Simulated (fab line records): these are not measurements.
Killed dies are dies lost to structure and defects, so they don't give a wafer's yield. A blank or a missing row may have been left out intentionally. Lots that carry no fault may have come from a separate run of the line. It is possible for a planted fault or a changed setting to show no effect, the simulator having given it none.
A struck lot beside a sound one | flow sky130 | 16 steps out of a route of 708
Sound: the wafers L296.3, L296.4, L296.5. Struck: wafers L288.3, L288.4, L288.6. Last of all comes the cause.
At each step with rows: each side's tool, then ch and its chambers, then its first start. Under that, the readings that differ: sound wafers | struck wafers | difference of the means | sigmas: that difference in standard deviations of wafers without a fault.
alike: same words and numbers on both sides, and readings whose means sit less than 2 such deviations apart. not compared: any withheld reading, any reading some wafer has no value for, any bound like >300 that may hide the same value, and any number with overlapping values for which the record gives no deviation.
The two part at a step that has a row with sigmas, a row that says differs or no value, or rows on one side only. Numbers that have no deviation but don't overlap get no sigmas and don't part them. Lack of a reading on every wafer of one side parts them only where that side has two or more wafers.

first, 5 steps without rows for these wafers: SKY_SONOS_TUNNEL_COAT_02 (resist thk 1140 nm); SKY_SONOS_TUNNEL_SOFTBAKE_03 (time 60 s); SKY_SONOS_TUNNEL_EXPOSE_04 (exposes mask TUNM, target cd 410 nm); SKY_SONOS_TUNNEL_PEB_05; SKY_SONOS_TUNNEL_DEVELOP_06 (develop time 60 s).
SKY_SONOS_TUNNEL_CD_MEAS_07: target cd 410 nm.
  sound: cd_sem-02 at day 16 17:40; struck: cd_sem-01 at day 13 15:25
  alike: cd_nm
SKY_SONOS_TUNNEL_OVL_MEAS_08:
  sound: overlay-02 at day 16 17:46; struck: overlay-02 at day 13 15:31
  alike: SONOS_TUNNEL_OVL
then, 3 steps without rows for these wafers: SKY_SONOS_TUNNEL_IMPLANT_09; SKY_SONOS_TUNNEL_WET_ETCH_10 (etches SiO2 in dHF, target depth 14 nm, time 280 s); SKY_SONOS_TUNNEL_STRIP_11 (strips in SPM, time 600 s).
SKY_SONOS_TUNNEL_TW_MEAS_12:
  sound: film_metro-03 at day 16 18:13; struck: film_metro-03 at day 13 15:58
  alike: SONOS_TUNNEL_TW
then, 1 step without rows for these wafers: SKY_SONOS_TUNNEL_CLEAN_13 (cleans in dHF, time 20 s).
SKY_SONOS_ONO_OXIDATION_00: stabilise 600 s, purge 300 s, target thk 2.6 nm.
  sound on furnace-02 ch 0, day 16 20:08; struck on furnace-01 ch 0, day 13 17:08
  reading                                          | sound            | struck            | difference | sigmas
  model.SiO2_of_SONOS_ONO_OXIDATION_00.thk_nm (nm) | 2.58 2.598 2.624 | 2.793 2.832 2.817 | +0.213     |
  alike: spike_tc_centre_C, spike_tc_upper_C
SKY_SONOS_ONO_THK_MEAS_01:
  sound: film_metro-02 at day 16 21:31; struck: film_metro-03 at day 13 18:29
  reading                      | sound          | struck         | difference | sigmas
  SONOS_ONO_OXIDATION_THK (nm) | 2.61 2.62 2.59 | 2.80 2.85 2.82 | +0.22      | +4
then, 1 step without rows for these wafers: SKY_SONOS_ONO_CVD_02 (deposits Si3N4 from DCS/NH3, target thk 10.5 nm, time 180 s).
-- the record jumps here: 34 days lie between the struck wafers' starts before and after (it left off in module SONOS_ONO and takes up again in module PAD_OPEN, whose first step shown is number 708 of the route) --
SKY_PAD_OPEN_PROBE_99:
  sound: prober-02 at day 49 14:15; struck: prober-02 at day 47 14:49
  reading                               | sound                  | struck                  | difference | sigmas
  model.etest.sonos_erased.vt_v (V)     | -2.268 -2.207 -2.183   | -2.103 -2.001 -2.043    | +0.170     |
  model.etest.sonos_baked.vt_less_v (V) | -0.4959 -0.4844 -0.478 | -0.3873 -0.4294 -0.3675 | +0.0914    |
  alike: killed_at_M0_to_M3, killed_at_M4_up, killed_at_contacts, killed_at_front_end, killed_at_other, killed_dies, killed_open, killed_short
  not compared: model.etest.cap_ono.gate_log10_a_cm2, model.etest.cap_ono.tox_acc_nm

WHERE THEY PART
Only at SKY_SONOS_ONO_THK_MEAS_01, within this record. Later steps at which nothing parts them and some readings are alike: SKY_PAD_OPEN_PROBE_99.

WHY: what had been put in by the simulator
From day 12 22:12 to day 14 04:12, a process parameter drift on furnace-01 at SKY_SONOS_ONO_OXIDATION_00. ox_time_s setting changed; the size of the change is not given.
